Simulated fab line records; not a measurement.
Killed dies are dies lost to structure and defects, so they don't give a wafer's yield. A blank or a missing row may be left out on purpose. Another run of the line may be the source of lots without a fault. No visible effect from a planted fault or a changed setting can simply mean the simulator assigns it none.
fab line records | flow gf180mcu
record lots=6 | wafers=16 | lastDay=34
route steps=602 shown STI@3 PASSIVATION@602
lots that met no fault: taken from a fault-free run of the same line
startH: the number of hours between the record's first day and the start of the first shown wafer of the lot | waitH: hours since the lot's step before | " as in the row above | L1.1+2: several wafers, shown together as one row | - no value, or no start given | * or withheld: withheld | < > ~ a bound
route shown NAME@n: a module of which the file shows steps, and the number in the route of the first | usual: mean/standard deviation of fault-free wafers | same: alike in all rows | chamber/n: place in a boat | sites: readings site by site | _std_site: standard deviation of those values | _edge_site: outer sites' mean less inner sites' | radiusMm: for every site, how far away it sits from the centre of the wafer | mask NAME#n: copy n | behind: the tool/chamber that last shaped the wafer | hold: why the lot went on hold/how many hours it stayed there/how the hold came to an end | device: names the non-switching transistor (n, p or np) | end of line: tests run on the same wafers once the route is complete | a step with no rows: only its recipe | killed: count of dies lost to structure and defects at first sort (not the wafer's yield) | map: shows each die of a wafer: x if killed, . if not, _ if none is there
set.NAME: the run value of the setting; set.NAME@STEP: its run value at that earlier step | model.NAME: the simulator's own value behind a step, which no gauge read
lots at some steps of the route; a table a step, a row a wafer
services: the hour from which a tool's chamber was out of use, counted from the record's first day as startH (under 0 if before that day), plus the number of hours and why
## steps
# step GF_STI_THK_MEAS_02
# recipe reads=SiO2_of_STI_OXIDATION_01
# usual STI_OXIDATION_THK=10.01/0.21
lot.wafer | tool         | chamber | startH | waitH | STI_OXIDATION_THK[nm]
L167.1    | filmMetro-04 | -       | 21.75  | 0.0   | 10.09
L167.4    | "            | -       | "      | "     | 10.09
L167.6    | "            | -       | "      | "     | 10.21
L169.1    | filmMetro-04 | -       | 31.51  | 0.0   | 9.28
L169.5    | "            | -       | "      | "     | 9.72
L169.6    | "            | -       | "      | "     | 9.58
L172.2    | filmMetro-04 | -       | 47.09  | 0.0   | 9.80
L172.3    | "            | -       | "      | "     | 10.02
L172.6    | "            | -       | "      | "     | 10.07
L181.4    | filmMetro-02 | -       | 91.55  | 0.0   | 10.26
L181.6    | "            | -       | "      | "     | 10.22
L183.1    | filmMetro-01 | -       | 102.70 | 0.0   | 10.08
L183.4    | "            | -       | "      | "     | 10.28
L188.1    | filmMetro-04 | -       | 129.92 | 0.0   | 10.54
L188.2    | "            | -       | "      | "     | 10.36
L188.6    | "            | -       | "      | "     | 10.32
# step GF_STI_CVD_03
# recipe material=Si3N4 | precursor=DCS/NH3 | targetThkNm=207.16 | tempC=770 | timeS=3551 | pressureMtorr=250
# step GF_STI_THK_MEAS_04
# recipe reads=Si3N4_of_STI_CVD_03
# usual STI_CVD_03_THK=207.3/2
lot.wafer | tool         | chamber | startH | waitH | STI_CVD_03_THK[nm]
L167.1    | filmMetro-01 | -       | 23.79  | 0.0   | 207.3
L167.4    | "            | -       | "      | "     | 205.4
L167.6    | "            | -       | "      | "     | 207.9
L169.1    | filmMetro-01 | -       | 33.56  | 0.0   | 207.8
L169.5    | "            | -       | "      | "     | 208.3
L169.6    | "            | -       | "      | "     | 207.8
L172.2    | filmMetro-02 | -       | 49.14  | 0.0   | 207.3
L172.3    | "            | -       | "      | "     | 206.2
L172.6    | "            | -       | "      | "     | 205.1
L181.4    | filmMetro-01 | -       | 93.61  | 0.0   | 207.1
L181.6    | "            | -       | "      | "     | 206.5
L183.1    | filmMetro-02 | -       | 104.74 | 0.0   | 208.4
L183.4    | "            | -       | "      | "     | 207.6
L188.1    | filmMetro-02 | -       | 131.97 | 0.0   | 209.2
L188.2    | "            | -       | "      | "     | 206.7
L188.6    | "            | -       | "      | "     | 209.1
# step GF_STI_DEHYDRATE_05
# recipe tempC=200 | timeS=60
# step GF_STI_HMDS_06
# recipe primeTimeS=60 | primeTempC=120
# step GF_STI_COAT_07
# recipe resist=KrF | spinRpm=withheld | resistThkNm=700
# step GF_STI_SOFTBAKE_08
# recipe tempC=130 | timeS=60 | resist=KrF
# step GF_STI_EXPOSE_09
# recipe maskId=COMP | targetCdNm=220 | na=0.68 | sourceShape=conventional | sigmaOuter=0.6 | doseMj=28
# step GF_STI_PEB_10
# recipe pebTempC=135 | pebTimeS=90 | resist=KrF
# step GF_STI_DEVELOP_11
# recipe developTimeS=60 | devTempC=21
# step GF_STI_CD_MEAS_12
# recipe targetCdNm=220
# usual cdNm=220.1/1.2
lot.wafer | tool     | chamber | startH | waitH | cdNm
L167.1    | cdSem-01 | -       | 36.32  | 0.1   | 220.7
L167.4    | "        | -       | "      | "     | 218.9
L167.6    | "        | -       | "      | "     | 221.5
L169.1    | cdSem-02 | -       | 45.77  | 0.1   | 221.1
L169.5    | "        | -       | "      | "     | 221.0
L169.6    | "        | -       | "      | "     | 219.9
L172.2    | cdSem-02 | -       | 62.23  | 0.1   | 220.7
L172.3    | "        | -       | "      | "     | 220.6
L172.6    | "        | -       | "      | "     | 220.2
L181.4    | cdSem-02 | -       | 108.02 | 0.1   | 219.2
L181.6    | "        | -       | "      | "     | 219.5
L183.1    | cdSem-02 | -       | 119.66 | 0.1   | 219.9
L183.4    | "        | -       | "      | "     | 219.7
L188.1    | cdSem-01 | -       | 147.13 | 0.1   | 219.3
L188.2    | "        | -       | "      | "     | 219.2
L188.6    | "        | -       | "      | "     | 219.5
# step GF_STI_ETCH_13
# recipe chemistry=CHF3/O2 | stopOn=Si | overEtchFrac=0.3 | targetDepthA=2823.1 | sourceW=600 | biasW=200 | pressureMtorr=40 | chf3FlowSccm=50 | O2_flow_sccm=5 | timeS=112.9
# usual drypumpMotorCurrentA=5.8/0.62 | oesProductAu=0.833/0.0059 | runLengthS=141.1/0.5 | throttleValvePct=8.808/0.01
lot.wafer | tool       | chamber | startH | waitH | drypumpMotorCurrentA | oesProductAu | rfHoursCounterH | runLengthS | throttleValvePct
L167.1    | rieDiel-02 | 3       | 36.44  | 0.1   | 5.2                  | 0.836        | 87              | 140.7      | 8.817
L167.4    | "          | 2       | "      | "     | 6.7                  | 0.831        | 127             | 142.6      | 8.806
L167.6    | "          | 2       | "      | "     | 6.8                  | 0.840        | -               | 142.5      | 8.810
L169.1    | rieDiel-03 | 2       | 45.89  | 0.1   | 6.5                  | 0.836        | 146             | 141.0      | 8.821
L169.5    | "          | 3       | "      | "     | 6.6                  | 0.837        | -               | 140.6      | 8.813
L169.6    | "          | 0       | "      | "     | 5.7                  | 0.829        | -               | 141.5      | 8.818
L172.2    | rieDiel-01 | 1       | 62.33  | 0.1   | 5.2                  | 0.838        | 95              | 141.0      | 8.822
L172.3    | "          | 3       | "      | "     | 5.8                  | 0.830        | 83              | 141.1      | 8.793
L172.6    | "          | 3       | "      | "     | 5.8                  | 0.829        | -               | 140.9      | 8.802
L181.4    | rieDiel-01 | 3       | 108.08 | 0.0   | 5.9                  | 0.830        | 84              | 141.2      | 8.809
L181.6    | "          | 2       | "      | "     | 5.7                  | 0.832        | -               | 140.8      | 8.812
L183.1    | rieDiel-02 | 3       | 119.78 | 0.1   | 5.2                  | 0.832        | 89              | 140.3      | 8.797
L183.4    | "          | 3       | "      | "     | 5.3                  | 0.837        | -               | 140.6      | 8.809
L188.1    | rieDiel-02 | 3       | 147.25 | 0.1   | 5.2                  | 0.832        | 90              | 141.0      | 8.822
L188.2    | "          | 1       | "      | "     | 5.0                  | 0.823        | 56              | 140.5      | 8.818
L188.6    | "          | 0       | "      | "     | 5.4                  | 0.833        | -               | 140.9      | 8.806
# step GF_STI_ETCH_14
# recipe target=Si | chemistry=HBr/Cl2/O2 | targetDepthNm=360 | icpW=600 | biasW=150 | pressureMtorr=15 | HBr_flow_sccm=150 | Cl2_flow_sccm=40 | O2_flow_sccm=6 | timeS=102.9
# usual drypumpMotorCurrentA=5.5/0.54 | oesProductAu=0.999/0.0068 | runLengthS=131.3/0.48 | throttleValvePct=25.657/0.0087
lot.wafer | tool     | chamber | startH | waitH | drypumpMotorCurrentA | oesProductAu | rfHoursCounterH | runLengthS | throttleValvePct | model.STI.featureDepthNm | model.etch.depthNm | model.KrF_of_STI_COAT_07.thkNm
L167.1    | rieSi-02 | 1       | 36.52  | 0.0   | 5.6                  | 1.005        | 43              | 132.2      | 25.664           | 358.6                    | 358.6              | 324.4
L167.4    | "        | 1       | "      | "     | 5.7                  | 1.000        | -               | 132.0      | 25.646           | 361.2                    | 361.2              | 326.2
L167.6    | "        | 0       | "      | "     | 5.7                  | 1.001        | -               | 131.3      | 25.667           | 359.8                    | 359.8              | 327.3
L169.1    | rieSi-02 | 1       | 45.97  | 0.0   | 5.6                  | 1.001        | 43              | 132.2      | 25.666           | 358.2                    | 358.2              | 320.1
L169.5    | "        | 1       | "      | "     | 5.7                  | 0.994        | -               | 131.8      | 25.659           | 356.9                    | 356.9              | 315.8
L169.6    | "        | 3       | "      | "     | 6.2                  | 1.006        | -               | 131.4      | 25.663           | 364.2                    | 364.2              | 315
L172.2    | rieSi-01 | 1       | 62.41  | 0.0   | 4.7                  | 0.989        | 87              | 130.6      | 25.670           | 353.8                    | 353.8              | 326.5
L172.3    | "        | 0       | "      | "     | 4.7                  | 1.007        | 113             | 131.4      | 25.661           | 360.6                    | 360.6              | 328.2
L172.6    | "        | 2       | "      | "     | 5.6                  | 0.989        | -               | 132.3      | 25.649           | 359.1                    | 359.1              | 326.3
L181.4    | rieSi-01 | 2       | 108.16 | 0.0   | 5.6                  | 0.988        | 108             | 89.1       | 25.651           | 205.9                    | 205.9              | 371.3
L181.6    | "        | 0       | "      | "     | 4.7                  | 0.992        | -               | 131.6      | 25.642           | 357.6                    | 357.6              | 323.4
L183.1    | rieSi-01 | 2       | 119.86 | 0.0   | 5.6                  | 0.996        | 108             | 88.5       | 25.660           | 206.2                    | 206.2              | 365.6
L183.4    | "        | 3       | "      | "     | 5.6                  | 1.011        | 2               | 87.5       | 25.649           | 208.2                    | 208.2              | 370.4
L188.1    | rieSi-02 | 3       | 147.33 | 0.0   | 6.1                  | 1.014        | 1               | 131.1      | 25.655           | 360.8                    | 360.8              | 319.7
L188.2    | "        | 1       | "      | "     | 5.7                  | 1.002        | 44              | 132.2      | 25.659           | 359.4                    | 359.4              | 320.1
L188.6    | "        | 3       | "      | "     | 6.2                  | 0.999        | -               | 131.6      | 25.650           | 357.6                    | 357.6              | 322.4
# step GF_STI_STRIP_15
# recipe chemistry=O2/N2 | powerW=1400 | pressureMtorr=1500 | platenTempC=250 | o2FlowSccm=3000 | n2FlowSccm=300 | overashFraction=0.5
# usual drypumpMotorCurrentA=5.6/0.62 | heaterPowerW=335/51 | oesProductAu=0.384/0.0048 | stripTimeToEndpointS=3.74/0.038
lot.wafer | tool           | chamber | startH | waitH | drypumpMotorCurrentA | heaterPowerW | oesProductAu | rfHoursCounterH | stripTimeToEndpointS
L167.1    | plasmaAsher-04 | 1       | 36.59  | 0.0   | 4.9                  | 322          | 0.385        | 39              | 3.78
L167.4    | "              | 1       | "      | "     | 4.9                  | 321          | 0.373        | -               | 3.78
L167.6    | "              | 0       | "      | "     | 6.5                  | 310          | 0.379        | -               | 3.81
L169.1    | plasmaAsher-01 | 0       | 46.04  | 0.0   | 5.7                  | 433          | 0.387        | 27              | 3.72
L169.5    | "              | 1       | "      | "     | 5.7                  | 276          | 0.376        | -               | 3.68
L169.6    | "              | 0       | "      | "     | 5.7                  | 449          | 0.379        | -               | 3.69
L172.2    | plasmaAsher-04 | 1       | 62.49  | 0.0   | 4.9                  | 324          | 0.384        | 41              | 3.79
L172.3    | "              | 1       | "      | "     | 4.9                  | 321          | 0.378        | -               | 3.82
L172.6    | "              | 1       | "      | "     | 4.9                  | 317          | 0.394        | -               | 3.80
L181.4    | plasmaAsher-01 | 1       | 108.27 | 0.1   | 5.7                  | 279          | 0.405        | -               | 4.27
L181.6    | "              | 1       | "      | "     | 5.7                  | 273          | 0.388        | -               | 3.76
L183.1    | plasmaAsher-01 | 1       | 119.94 | 0.0   | 5.7                  | 279          | 0.399        | 35              | 4.20
L183.4    | "              | 0       | "      | "     | 5.7                  | 447          | 0.407        | -               | 4.25
L188.1    | plasmaAsher-01 | 1       | 147.41 | 0.0   | 5.7                  | 272          | 0.393        | 38              | 3.72
L188.2    | "              | 0       | "      | "     | 5.7                  | 452          | 0.389        | 38              | 3.74
L188.6    | "              | 0       | "      | "     | 5.7                  | 439          | 0.386        | -               | 3.75
# step GF_STI_CLEAN_16
# recipe chemistry=dHF | timeS=25 | dilution=100:1
# step GF_PASSIVATION_PROBE_99
lot.wafer | tool      | chamber | startH | waitH | model.etest.pwellInDnwell.lineOhmUm | model.etest.ldpmos_10p0.rOnOhmUm | model.etest.pwellInDnwell.rsOhmSq | model.etest.ldnmos_10p0.rOnOhmUm | model.etest.pDrift.rsOhmSq | model.etest.nDrift.rsOhmSq | model.etest.nwell.lineOhmUm | model.etest.nwell.rsOhmSq
L167.1    | prober-02 | -       | 689.97 | 0.1   | 3686                                | 1.076e+04                        | 2254                              | 3652                             | 2349                       | 1244                       | 1178                        | 996.3
L167.4    | prober-02 | -       | 690.12 | 0.2   | 3673                                | 1.092e+04                        | 2268                              | 3645                             | 2382                       | 1252                       | 1159                        | 984.5
L167.6    | prober-02 | -       | 690.22 | 0.2   | 3764                                | 1.079e+04                        | 2278                              | 3660                             | 2362                       | 1247                       | 1190                        | 1008
L169.1    | prober-01 | -       | 705.08 | 0.1   | 4087                                | 1.12e+04                         | 2410                              | 3768                             | 2411                       | 1131                       | 1196                        | 1033
L169.5    | prober-01 | -       | 705.28 | 0.2   | 4090                                | 1.113e+04                        | 2418                              | 3752                             | 2402                       | 1130                       | 1164                        | 1034
L169.6    | prober-01 | -       | 705.33 | 0.2   | 4220                                | 1.122e+04                        | 2486                              | 3769                             | 2471                       | 1166                       | 1238                        | 1059
L172.2    | prober-02 | -       | 725.04 | 0.1   | 4020                                | 1.112e+04                        | 2392                              | 3708                             | 2416                       | 1189                       | 1122                        | 958.6
L172.3    | prober-02 | -       | 725.09 | 0.2   | 4153                                | 1.111e+04                        | 2446                              | 3721                             | 2459                       | 1213                       | 1116                        | 963.7
L172.6    | prober-02 | -       | 725.24 | 0.2   | 4091                                | 1.112e+04                        | 2419                              | 3698                             | 2425                       | 1203                       | 1117                        | 963.9
L181.4    | prober-02 | -       | 782.05 | 0.2   | 2959                                | 1.023e+04                        | 1798                              | 3167                             | 1887                       | 836.5                      | 899.8                       | 771.1
L181.6    | prober-02 | -       | 782.15 | 0.2   | 4188                                | 1.134e+04                        | 2471                              | 3798                             | 2385                       | 1111                       | 1111                        | 968.9
L183.1    | prober-02 | -       | 793.54 | 0.1   | 3019                                | 9826                             | 1832                              | 3097                             | 1887                       | 832.5                      | 926.4                       | 779.6
L183.4    | prober-02 | -       | 793.69 | 0.2   | 2986                                | 9972                             | 1830                              | 3137                             | 1882                       | 841.1                      | 923.2                       | 781.4
L188.1    | prober-01 | -       | 815.04 | 0.1   | 4000                                | 1.106e+04                        | 2431                              | 3730                             | 2518                       | 1173                       | 1176                        | 1000
L188.2    | prober-01 | -       | 815.09 | 0.1   | 4001                                | 1.105e+04                        | 2406                              | 3756                             | 2509                       | 1165                       | 1157                        | 990.2
L188.6    | prober-01 | -       | 815.29 | 0.2   | 3967                                | 1.109e+04                        | 2414                              | 3722                             | 2497                       | 1164                       | 1148                        | 993.5
# killed by level:class
L167.1 V3:geometricParticle:open=6 STI:geometricParticle:short=5 M1:geometricParticle:short=3 V1:geometricParticle:open=3 M2:geometricParticle:short=3 M4:geometricParticle:short=3 M1:geometricParticle:open=2 V2:geometricParticle:open=2
L167.4 V1:geometricParticle:open=7 V3:geometricParticle:open=5 CONTACT:geometricParticle:short=4 STI:geometricParticle:short=3 V4:geometricParticle:open=3 V5:geometricParticle:short=3 CONTACT:geometricParticle:open=2 M1:geometricParticle:open=2
L167.6 V1:geometricParticle:open=7 V5:geometricParticle:open=5 STI:geometricParticle:open=4 V2:geometricParticle:open=4 CONTACT:geometricParticle:open=3 V3:geometricParticle:short=3 V3:geometricParticle:open=3 V4:geometricParticle:short=3
L169.1 CONTACT:geometricParticle:open=10 V2:geometricParticle:open=6 V3:geometricParticle:open=5 V4:geometricParticle:open=4 V5:geometricParticle:open=4 M4:geometricParticle:short=3 STI:geometricParticle:open=2 STI:geometricParticle:short=2
L169.5 CONTACT:geometricParticle:open=6 CONTACT:geometricParticle:short=4 V1:geometricParticle:open=4 V5:geometricParticle:open=4 STI:geometricParticle:open=2 M2:geometricParticle:short=2 V3:geometricParticle:open=2 V4:geometricParticle:open=2
L169.6 STI:geometricParticle:open=6 V5:geometricParticle:open=6 V1:geometricParticle:open=5 CONTACT:geometricParticle:short=4 CONTACT:geometricParticle:open=4 V4:geometricParticle:open=4 V1:geometricParticle:short=3 M3:geometricParticle:open=3
L172.2 V1:geometricParticle:open=7 V3:geometricParticle:open=5 STI:geometricParticle:short=3 CONTACT:geometricParticle:open=3 M2:geometricParticle:short=3 V2:geometricParticle:short=3 V2:geometricParticle:open=3 M3:geometricParticle:short=3
L172.3 V4:geometricParticle:short=5 STI:geometricParticle:open=3 CONTACT:geometricParticle:open=3 V1:geometricParticle:open=3 V3:geometricParticle:open=3 V4:geometricParticle:open=3 V5:geometricParticle:open=3 M1:geometricParticle:short=2
L172.6 POLY_GATE:geometricParticle:open=4 V1:geometricParticle:short=4 V1:geometricParticle:open=4 V4:geometricParticle:open=4 STI:geometricParticle:open=3 V2:geometricParticle:open=3 V5:geometricParticle:open=3 CONTACT:geometricParticle:open=2
L188.1 CONTACT:geometricParticle:open=7 V4:geometricParticle:open=7 V5:geometricParticle:open=5 V1:geometricParticle:open=3 M2:geometricParticle:short=3 STI:geometricParticle:open=2 POLY_GATE:geometricParticle:open=2 V2:geometricParticle:open=2
L188.2 V5:geometricParticle:open=8 CONTACT:geometricParticle:open=5 V4:geometricParticle:open=5 CONTACT:geometricParticle:short=4 V1:geometricParticle:open=4 V2:geometricParticle:open=4 V3:geometricParticle:open=4 V3:geometricParticle:short=4
L188.6 V3:geometricParticle:open=7 V1:geometricParticle:open=6 V3:geometricParticle:short=5 STI:geometricParticle:open=4 V2:geometricParticle:open=4 V4:geometricParticle:open=4 POLY_GATE:geometricParticle:open=2 CONTACT:geometricParticle:open=2
## services
tool           | chamber | startH | hours | kind
rieSi-02       | 3       | 12.53  | -     | clean
rieSi-02       | 3       | 12.53  | 15.9  | scheduledDown
rieSi-02       | 3       | 12.53  | 15.9  | ventCycle
rieSi-02       | 2       | 28.44  | -     | clean
rieSi-02       | 2       | 28.44  | 22.1  | scheduledDown
rieSi-02       | 2       | 28.44  | 22.1  | ventCycle
rieDiel-02     | -       | 33.51  | 2.8   | pm
rieDiel-01     | 2       | 37.26  | 1.8   | repair
rieDiel-01     | 3       | 43.72  | 3.6   | repair
rieSi-02       | 0       | 44.13  | 1.2   | repair
plasmaAsher-04 | -       | 53.25  | 0.9   | repair
rieSi-01       | 3       | 61.85  | 9.2   | repair
rieDiel-01     | -       | 65.80  | 0.2   | repair
plasmaAsher-01 | -       | 79.35  | 2.9   | repair
rieDiel-01     | -       | 93.80  | 4.0   | pm
rieSi-01       | 2       | 97.81  | 4.6   | repair
rieDiel-03     | 0       | 98.71  | 5.5   | repair
rieDiel-02     | 1       | 118.03 | 13.6  | repair
rieDiel-02     | 2       | 146.02 | 2.0   | repair
## key
firstSign step=GF_STI_ETCH_14 | reading=runLengthS | direction=down | sigmas=89 | usual=* | struck=*
effect step=GF_STI_STRIP_15 | reading=stripTimeToEndpointS | direction=up | sigmas=13 | usual=* | struck=*
modelEffect step=GF_STI_ETCH_14 | value=STI.featureDepthNm | without=357.1 | struck=206.8
modelEffect step=GF_PASSIVATION_PROBE_99 | value=etest.pwellInDnwell.lineOhmUm | without=4065 | struck=2988
metAt GF_STI_ETCH_14
struckWafers L181.4,L183.1,L183.4
sortLeftOut L181.4,L183.1,L183.4
testerLeftOut L181,L183
onsetBetween 62.41 108.16
fault kind=processParameterDrift | tool=rieSi-01 | chamber=- | onsetH=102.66 | steps=GF_STI_ETCH_14 | channel=timeS | offset=* | shape=step | endH=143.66 | scope=struckWafersOnly | actsIn=* | stated=*
# testerLeftOut: of these lots the tester's yield and bins aren't shown, on N5 and GAA mostly nor the transistor test; their killed dies are dies lost to structure and defects alone, not to doping, threshold or leakage, so they don't give the yield
# sortLeftOut: the simulated sort isn't trusted on such a fault, so these wafers' sort isn't shown, and their yield isn't known
